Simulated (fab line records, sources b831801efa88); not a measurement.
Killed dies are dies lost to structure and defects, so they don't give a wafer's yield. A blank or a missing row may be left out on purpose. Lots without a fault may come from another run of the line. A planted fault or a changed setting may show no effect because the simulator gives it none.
fab line records | flow sky130
record lots=13 wafers=39 last_day=51
route steps=708 shown POLY_CUT@318 VIA4@640 METAL5@663 PAD_OPEN@708
lots that met no fault: from a run of the same line without faults
start_h: hours from the record's first day to the start of the lot's first wafer shown | wait_h: hours since the lot's step before | " the same as in the row above | L1.1+2: a row that stands for several wafers | - no value, or no start given | * or withheld: withheld | < > ~ a bound
route shown NAME@n: a module of which the file shows steps, and the number in the route of the first | usual: mean/standard deviation of fault-free wafers | same: alike in all rows | chamber/n: place in a boat | sites: the reading at each site | _std_site: their standard deviation | _edge_site: outer sites' mean less inner sites' | radius_mm: how far each site lies from the wafer's centre | mask NAME#n: copy n | behind: the tool/chamber that last shaped the wafer | hold: why the lot was held/for how many hours/how that ended | device: the transistor (n, p or np) that didn't switch | end of line: the same wafers' tests at the end of the route | a step without rows: its recipe alone | killed: dies lost to structure and defects at the first sort, not the wafer's yield | map: a wafer's dies, x killed, . not, _ none there
set.NAME: the setting as run; set.NAME@STEP: as run at that earlier step | model.NAME: the simulator's own value behind a step, which no gauge read
steps of the route over a sample of lots; a table a step, a row a wafer
services: from which hour (start_h, from the record's first day; less than 0 if before it) a tool's chamber was out of use, for how many hours, and why
## steps
# step SKY_POLY_CUT_ETCH_11
# recipe target=Si3N4 chemistry=CF4/CH2F2/Ar stop_on=poly-Si source_w=600 bias_w=150 pressure_mtorr=40 cf4_flow_sccm=40 ch2f2_flow_sccm=20 Ar_flow_sccm=150 time_s=42.5 target_depth_a=600
# usual cf4_flow_sccm=39.99/0.1 drypump_motor_current_A=5.8/0.44 oes_product_au=0.830/0.006 throttle_valve_pct=14.994/0.0078
# columns lot.wafer tool chamber start_h wait_h cf4_flow_sccm drypump_motor_current_A oes_product_au rf_hours_counter_h throttle_valve_pct
L619.2 rie_diel-04 0 585.21 0.0 39.88 5.3 0.836 1 14.996
L619.4 " 2 " " 40.11 5.5 0.837 12 14.988
L619.5 " 2 " " 39.95 5.5 0.827 - 14.997
L620.3 rie_diel-04 3 588.89 0.0 39.96 6.2 0.834 9 14.996
L620.5 " 0 " " 39.95 5.3 0.842 - 14.988
L620.6 " 3 " " 39.74 6.2 0.839 - 14.989
L621.1 rie_diel-03 2 597.21 0.0 40.06 5.5 0.829 8 14.997
L621.3 " 3 " " 40.03 5.3 0.836 1 14.984
L621.5 " 1 " " 39.86 5.9 0.835 - 14.998
L622.1 rie_diel-04 3 615.21 0.0 39.91 6.2 0.837 10 14.980
L622.5 " 3 " " 40.13 6.1 0.839 - 14.994
L622.6 " 2 " " 39.89 5.5 0.830 - 14.994
L626.4 rie_diel-02 2 650.54 0.0 40.03 6.5 0.839 - 15.008
L626.5 " 1 " " 40.22 5.5 0.837 - 14.988
L626.6 " 0 " " 40.07 5.3 0.831 - 14.989
L627.2 rie_diel-04 0 651.51 0.0 39.95 5.3 0.838 3 14.992
L627.4 " 1 " " 39.82 5.8 0.841 18 14.992
L627.6 " 2 " " 40.01 5.5 0.829 - 14.997
L634.1 rie_diel-04 0 708.51 0.0 40.02 5.3 0.830 4 14.985
L634.2 " 2 " " 39.92 5.5 0.824 16 14.988
L634.3 " 1 " " 39.86 5.8 0.832 20 14.986
L635.4 rie_diel-04 1 711.41 0.0 40.05 5.8 0.818 20 14.990
L635.5 " 1 " " 39.99 5.8 0.832 - 15.001
L635.6 " 2 " " 39.88 5.5 0.829 - 14.987
L636.2 rie_diel-03 0 718.76 0.0 39.99 6.7 0.829 4 14.991
L636.3 " 3 " " 40.00 5.3 0.821 3 15.013
L636.6 " 2 " " 39.96 5.4 0.836 - 15.002
L637.4 rie_diel-04 2 720.01 0.0 40.12 5.5 0.826 16 14.990
L637.5 " 3 " " 40.06 6.2 0.829 - 14.993
L637.6 " 0 " " 40.00 5.3 0.831 - 14.985
L638.1 rie_diel-04 0 737.79 0.0 40.11 5.3 0.834 5 15.003
L638.3 " 1 " " 40.14 5.8 0.836 21 14.990
L638.4 " 3 " " 40.27 6.2 0.833 13 14.991
L639.3 rie_diel-02 2 741.86 0.0 39.95 6.5 0.826 34 14.991
L639.5 " 3 " " 39.96 6.1 0.816 - 14.991
L639.6 " 0 " " 40.10 5.3 0.829 - 15.003
L642.2 rie_diel-02 2 767.29 0.0 39.86 6.5 0.822 35 15.001
L642.5 " 1 " " 40.10 5.6 0.821 - 15.003
L642.6 " 2 " " 40.00 6.5 0.830 - 14.988
# step SKY_VIA4_THK_MEAS_01
# recipe reads=SiO2_of_VIA4_HDPCVD_00
# usual VIA4_HDPCVD_THK=1747/16
# columns lot.wafer tool chamber start_h wait_h VIA4_HDPCVD_THK[nm]
L619.2 film_metro-02 - 1014.04 0.2 1767
L619.4 " - " " 1746
L619.5 " - " " 1777
L620.3 film_metro-02 - 1018.60 0.1 1741
L620.5 " - " " 1721
L620.6 " - " " 1746
L621.1 film_metro-04 - 1021.03 0.1 1749
L621.3 " - " " 1726
L621.5 " - " " 1746
L622.1 film_metro-03 - 1038.03 0.1 1747
L622.5 " - " " 1766
L622.6 " - " " 1758
L626.4 film_metro-04 - 1065.28 0.0 1763
L626.5 " - " " 1752
L626.6 " - " " 1777
L627.2 film_metro-04 - 1068.10 0.1 1742
L627.4 " - " " 1779
L627.6 " - " " 1754
L634.1 film_metro-03 - 1109.57 0.1 1744
L634.2 " - " " 1758
L634.3 " - " " 1727
L635.4 film_metro-03 - 1110.52 0.0 1776
L635.5 " - " " 1738
L635.6 " - " " 1747
L636.2 film_metro-02 - 1116.63 0.1 1724
L636.3 " - " " 1758
L636.6 " - " " 1745
L637.4 film_metro-03 - 1118.15 0.0 1733
L637.5 " - " " 1737
L637.6 " - " " 1731
L638.1 film_metro-04 - 1132.60 0.1 1752
L638.3 " - " " 1770
L638.4 " - " " 1754
L639.3 film_metro-03 - 1132.90 0.1 1736
L639.5 " - " " 1745
L639.6 " - " " 1745
L642.2 film_metro-02 - 1153.70 0.1 1730
L642.5 " - " " 1764
L642.6 " - " " 1742
# step SKY_VIA4_BOW_MEAS_03
# recipe mode=bow
# usual VIA4_BOW=80/8.2
# columns lot.wafer tool chamber start_h wait_h VIA4_BOW[um]
L619.2 film_metro-03 - 1014.41 0.2 88
L619.4 " - " " 80
L619.5 " - " " 99
L620.3 film_metro-03 - 1018.98 0.2 77
L620.5 " - " " 81
L620.6 " - " " 79
L621.1 film_metro-02 - 1021.39 0.2 91
L621.3 " - " " 92
L621.5 " - " " 84
L622.1 film_metro-02 - 1038.39 0.2 80
L622.5 " - " " 78
L622.6 " - " " 89
L626.4 film_metro-04 - 1065.67 0.2 80
L626.5 " - " " 82
L626.6 " - " " 70
L627.2 film_metro-03 - 1068.47 0.2 83
L627.4 " - " " 72
L627.6 " - " " 69
L634.1 film_metro-02 - 1109.97 0.1 74
L634.2 " - " " 91
L634.3 " - " " 76
L635.4 film_metro-03 - 1110.91 0.3 73
L635.5 " - " " 76
L635.6 " - " " 70
L636.2 film_metro-03 - 1117.00 0.3 80
L636.3 " - " " 79
L636.6 " - " " 98
L637.4 film_metro-02 - 1118.54 0.2 78
L637.5 " - " " 97
L637.6 " - " " 83
L638.1 film_metro-02 - 1132.96 0.2 80
L638.3 " - " " 89
L638.4 " - " " 87
L639.3 film_metro-04 - 1133.28 0.1 82
L639.5 " - " " 82
L639.6 " - " " 81
L642.2 film_metro-02 - 1154.07 0.1 88
L642.5 " - " " 88
L642.6 " - " " 93
# step SKY_METAL5_SPUTTER_02
# recipe material=AlCu target_thk_nm=1150 power_w=10600 time_s=58.66 chamber_pressure_pa=0.4
# usual throttle_valve_pct=29.9/0.9
# columns lot.wafer tool chamber start_h wait_h throttle_valve_pct
L619.2 pvd_sputter-01 - 1040.00 0.0 28.6
L619.4 " - " " 28.9
L619.5 " - " " 28.3
L620.3 pvd_sputter-02 - 1044.14 0.0 30.9
L620.5 " - " " 29.9
L620.6 " - " " 30.3
L621.1 pvd_sputter-04 - 1046.68 0.0 28.3
L621.3 " - " " 29.0
L621.5 " - " " 28.4
L622.1 pvd_sputter-04 - 1062.70 0.0 29.2
L622.5 " - " " 30.5
L622.6 " - " " 29.2
L626.4 pvd_sputter-02 - 1088.45 0.0 30.7
L626.5 " - " " 30.1
L626.6 " - " " 29.7
L627.2 pvd_sputter-04 - 1091.22 0.0 28.7
L627.4 " - " " 30.5
L627.6 " - " " 30.8
L634.1 pvd_sputter-02 - 1131.60 0.0 29.9
L634.2 " - " " 29.9
L634.3 " - " " 30.8
L635.4 pvd_sputter-04 - 1131.94 0.0 29.1
L635.5 " - " " 28.3
L635.6 " - " " 30.3
L636.2 pvd_sputter-01 - 1138.74 0.0 28.4
L636.3 " - " " 28.2
L636.6 " - " " 28.5
L637.4 pvd_sputter-02 - 1139.61 0.0 29.9
L637.5 " - " " 30.5
L637.6 " - " " 30.0
L638.1 pvd_sputter-02 - 1154.46 0.0 30.7
L638.3 " - " " 30.3
L638.4 " - " " 29.9
L639.3 pvd_sputter-01 - 1154.61 0.0 28.5
L639.5 " - " " 28.8
L639.6 " - " " 31.0
L642.2 pvd_sputter-04 - 1174.08 0.0 31.0
L642.5 " - " " 28.5
L642.6 " - " " 30.8
# step SKY_PAD_OPEN_PROBE_99
# usual killed_at_M0_to_M3=43/6.8 killed_at_M4_up=3.3/1.9 killed_at_contacts=24/5.3 killed_at_front_end=14/4.3 killed_at_other=0.3/0.62 killed_dies=85/9.8 killed_open=46/8 killed_short=39/5.9
# same gross_dies=492 killed_at_back_side=0
# columns lot.wafer tool chamber start_h wait_h killed_at_M0_to_M3 killed_at_M4_up killed_at_contacts killed_at_front_end killed_at_other killed_dies killed_open killed_short
L627.2 prober-01 - 1155.98 0.1 48 1 14 19 0 82 50 32
L627.4 prober-01 - 1156.08 0.2 30 2 22 11 0 65 30 35
L627.6 prober-01 - 1156.18 0.2 42 5 32 48 0 127 54 42
L636.2 prober-02 - 1198.16 0.1 38 4 18 14 0 74 41 33
L636.3 prober-02 - 1198.21 0.2 38 4 25 14 0 81 37 44
L636.6 prober-02 - 1198.36 0.2 47 2 25 2 0 76 43 33
# killed by level:class
L627.2 VIA1:geometric_particle:open=14 VIA3:geometric_particle:open=10 VIA2:geometric_particle:open=7 FIELD_ISO:geometric_particle:short=6 LOCAL_INTERCONNECT:geometric_particle:short=6 METAL2:geometric_particle:short=6 FIELD_ISO:geometric_particle:open=4 VIA1:geometric_particle:short=4
L627.4 CONTACT:geometric_particle:open=7 VIA1:geometric_particle:open=7 FIELD_ISO:geometric_particle:short=5 VIA2:geometric_particle:short=4 CONTACT:geometric_particle:short=4 LI_CONTACT:geometric_particle:short=4 LOCAL_INTERCONNECT:geometric_particle:short=4 VIA1:geometric_particle:short=4
L627.6 POLY_CUT:unspecified=31 CONTACT:geometric_particle:open=10 VIA1:geometric_particle:open=10 LI_CONTACT:geometric_particle:open=9 VIA3:geometric_particle:open=8 METAL2:geometric_particle:short=8 FIELD_ISO:geometric_particle:short=7 FIELD_ISO:geometric_particle:open=6
L636.2 VIA1:geometric_particle:open=16 CONTACT:geometric_particle:open=5 FIELD_ISO:geometric_particle:open=4 POLY_GATE:geometric_particle:open=4 CONTACT:geometric_particle:short=4 METAL1:geometric_particle:short=4 METAL2:geometric_particle:short=4 POLY_GATE:geometric_particle:short=3
L636.3 VIA2:geometric_particle:open=9 CONTACT:geometric_particle:short=8 METAL3:geometric_particle:short=7 LI_CONTACT:geometric_particle:open=6 LI_CONTACT:geometric_particle:short=5 VIA1:geometric_particle:open=5 VIA3:geometric_particle:open=5 FIELD_ISO:geometric_particle:short=4
L636.6 CONTACT:geometric_particle:open=12 VIA1:geometric_particle:open=10 METAL2:geometric_particle:short=9 VIA2:geometric_particle:open=8 VIA3:geometric_particle:short=6 VIA3:geometric_particle:open=5 CONTACT:geometric_particle:short=4 LI_CONTACT:geometric_particle:open=3
## services
# columns tool chamber start_h hours kind
rie_diel-04 - 562.54 0.4 repair
rie_diel-02 2 580.07 7.0 repair
rie_diel-02 1 593.01 4.8 repair
rie_diel-02 - 606.96 2.0 repair
rie_diel-02 3 642.91 15.9 repair
pvd_sputter-04 - 647.50 1.8 repair
rie_diel-02 3 693.34 2.7 repair
rie_diel-02 - 694.73 15.6 pm
rie_diel-03 - 697.89 2.8 pm
rie_diel-03 - 730.20 14.6 pm
rie_diel-04 0 744.00 1.5 repair
rie_diel-04 0 761.38 2.3 repair
pvd_sputter-02 - 792.20 2.2 repair
pvd_sputter-04 - 805.07 0.9 repair
rie_diel-02 3 841.46 3.8 repair
pvd_sputter-01 - 855.76 1.4 repair
pvd_sputter-02 - 863.18 4.3 repair
rie_diel-02 - 865.08 0.2 repair
rie_diel-04 - 984.95 1.3 repair
pvd_sputter-01 - 999.56 1.9 repair
rie_diel-04 - 1052.20 2.8 pm
rie_diel-02 3 1059.08 1.8 repair
pvd_sputter-01 - 1130.78 1.9 repair
rie_diel-04 3 1169.30 11.0 repair
## key
first_sign step=SKY_PAD_OPEN_PROBE_99 reading=killed_at_front_end direction=up sigmas=7.8 usual=14 struck=48
effect step=SKY_PAD_OPEN_PROBE_99 reading=killed_dies direction=up sigmas=4.3 usual=85 struck=127
met_at SKY_POLY_CUT_ETCH_11
struck_lots L627
struck_wafers L627.6
tester_left_out L627
not_acting_at SKY_VIA4_THK_MEAS_01,SKY_VIA4_BOW_MEAS_03,SKY_METAL5_SPUTTER_02
onset_between 615.21 651.51
fault kind=chamber_particle_source tool=rie_diel-04 chamber=2 onset_h=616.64 steps=SKY_POLY_CUT_ETCH_11 rate_per_visit_cm2=2.2194 end_h=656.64
# tester_left_out: of these lots the tester's yield and bins aren't shown, on N5 and GAA mostly nor the transistor test; their killed dies are dies lost to structure and defects alone, not to doping, threshold or leakage, so they don't give the yield
